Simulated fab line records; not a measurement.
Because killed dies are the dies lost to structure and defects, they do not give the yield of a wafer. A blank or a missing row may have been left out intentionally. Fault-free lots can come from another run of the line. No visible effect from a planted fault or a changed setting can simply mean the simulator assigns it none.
Which of the tools did it?	flow sky130	21 wafers from 7 lots sampled at 2 of the route's 708 steps

## WHAT THE GAUGES SHOWED, per wafer
SKY_DNWELL_TW_MEAS_09.
lot	measured	on	DNWELL_TW
L799	day 3 13:46	film metro-01	1088 1094 1094
L803	day 4 12:06	film metro-04	1115 1118 1110
L805	day 4 23:19	film metro-04	1112 1116 1117
L807	day 5 11:43	film metro-04	1127 1121 1119
L813	day 7 00:48	film metro-02	30 30 30
L816	day 7 12:21	film metro-02	1113 1106 1111
L820	day 8 08:43	film metro-02	1108 1105 1100

## WHICH TOOL RAN EACH LOT (tool, then ch and the chambers of the sampled wafers, then the start)
lot	SKY_DNWELL_EXPOSE_04
L799	iline stepper-02 ch 0, day 3 05:43
L803	iline stepper-01 ch 0, day 4 03:42
L805	iline stepper-02 ch 0, day 4 13:58
L807	iline stepper-02 ch 0, day 5 02:52
L813	iline stepper-02, day 6 15:12
L816	iline stepper-01 ch 0, day 7 01:41
L820	iline stepper-01 ch 0, day 7 21:44
- SKY_DNWELL_EXPOSE_04: exposes mask DNM, target cd 3000 nm.

## THE ANSWER, worked out from the rows above alone
Rule: what is usual is taken from the lots themselves. The widest of any qualifying gaps counts: lots, ordered by their means at a reading, are off when they make up no more than a third of the lots, leave a main group of 4 or more, and stand apart from it by 3 or more times the standard deviation of that group's means. Not used: any main group whose means are identical at the precision the tables above print for the reading. Also off: a lot with no number at a reading for which 4 or more lots have one. The other lots that the step has rows for count as sound.
Off: L813, at SKY_DNWELL_TW_MEAS_09 (DNWELL_TW). The main group has a mean of 1110 with a standard deviation of 9.6.
A tool fits if, at a process step before that reading, it ran every lot that is off, and no sound lot after the first of them. Those tools and the gauges at SKY_DNWELL_TW_MEAS_09 are tried in the same way. One candidate fits, namely iline stepper-02 at SKY_DNWELL_EXPOSE_04. A fault onset in the window from L807 (day 5 02:52, its last sound lot) to L813 (day 6 15:12, its first lot off) fits.

## WHAT WAS PUT IN BY THE SIMULATOR
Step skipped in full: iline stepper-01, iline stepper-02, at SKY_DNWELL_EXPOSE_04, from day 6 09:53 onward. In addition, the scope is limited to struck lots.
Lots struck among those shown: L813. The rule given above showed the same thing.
